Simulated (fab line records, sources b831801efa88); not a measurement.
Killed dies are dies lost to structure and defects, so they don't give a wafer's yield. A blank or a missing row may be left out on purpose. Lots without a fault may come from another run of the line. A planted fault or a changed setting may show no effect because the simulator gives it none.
Problem report in the 8D (eight disciplines) form, filled by code | flow gf180mcu | the parts of the form that need people (team, actions taken, sign-off) are left out

1. THE PROBLEM
overpolish_run_s at GF_V3_CMP_26 reads a mean of 0.035 s on 2 wafers of 2 lots; wafers without a fault read 15.000 s with a standard deviation of 0.0091. That is -99 or more standard deviations from the usual mean.
The step: polishes, stops on SiO2, t overpolish 15 s, target thk 0 nm.
First seen on wafer L377.2, day 27 19:41, on cmp-02. The record holds 37 wafers of 13 lots with a number at this step. Rule for "out", or "out of limits": more than 4 standard deviations from the usual mean. The other wafers with a number count as sound.

2. WHAT IT IS AND WHAT IT IS NOT
question                    | is                                   | is not
which readings at this step | overpolish_run_s, time_to_endpoint_s | retaining_ring_pressure_frac
which lots                  | L377, L378                           | L361, L362, L363, L364, L365, L366, L367, L368, L369, L375, L383
which wafers of those lots  | L377.2, L378.2                       | L377.1, L378.1
read on which tools         | cmp-02                               | cmp-01
when                        | from day 27 19:41                    | up to then (31 sound wafers); but 4 sound wafers of L378, L383 came after

3. SUSPECTS, AND WHAT RULES EACH OUT
Counting: a tool at a process step up to the reading stays a suspect if it ran every lot that is out. Sound lots after the first of them don't rule it out here, since some wafers of a struck lot are sound.
- cmp-02 at GF_V3_CMP_26 (polishes, stops on SiO2, t overpolish 15 s, target thk 0 nm): kept. It ran every lot that is out, first L377 (day 27 19:41); its last sound lot up to then is L375 (day 27 06:18). Its own readings are out on those wafers: overpolish_run_s, time_to_endpoint_s.
Left after counting: cmp-02 at GF_V3_CMP_26.

4. THE CAUSE (what the simulator had put in)
Process parameter drift: cmp-02, from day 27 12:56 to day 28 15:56, at GF_V3_CMP_26. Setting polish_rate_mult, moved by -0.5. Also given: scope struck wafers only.
Counting left only this tool.

5. THE CHAIN OF EFFECTS, in route order
Each row: a reading whose mean over the struck wafers that have a number lies more than 3 standard deviations from the usual. Only readings for which the record gives a usual standard deviation are gone through. hours: the time from each lot's start at the first step in this table that gives one to its start at this step, as a median over the lots. sigmas: the change in usual standard deviations.
hours | step                    | reading              | usual    | on struck wafers | change  | sigmas
0     | GF_V3_CMP_26            | overpolish_run_s     | 15.000 s | 0.035            | -14.965 | -99 or more
0     | GF_V3_CMP_26            | time_to_endpoint_s   | 87 s     | 130              | +44     | +7.4
135   | GF_PASSIVATION_PROBE_99 | defect_limited_yield | 90.6 %   | 0.0              | -90.6   | -57
135   | GF_PASSIVATION_PROBE_99 | killed_at_M0_to_M3   | 20       | 472              | +452    | +96
135   | GF_PASSIVATION_PROBE_99 | killed_dies          | 46       | 492              | +446    | +58
135   | GF_PASSIVATION_PROBE_99 | killed_on_rim        | 9        | 96               | +87     | +28
135   | GF_PASSIVATION_PROBE_99 | sort_bin_3_pad_short | 0.4 %    | 91.7             | +91.2   | +99 or more
135   | GF_PASSIVATION_PROBE_99 | sort_n_pass          | 446      | 0                | -446    | -58
135   | GF_PASSIVATION_PROBE_99 | sort_yield_pct       | 90.6 %   | 0.0              | -90.6   | -57
The process steps in it:
- GF_V3_CMP_26: polishes, stops on SiO2, t overpolish 15 s, target thk 0 nm.
- GF_PASSIVATION_PROBE_99

6. WHAT WOULD HAVE CAUGHT IT SOONER
In this record the first reading out of limits was taken at day 27 19:41, 7 hours after the fault began at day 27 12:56.
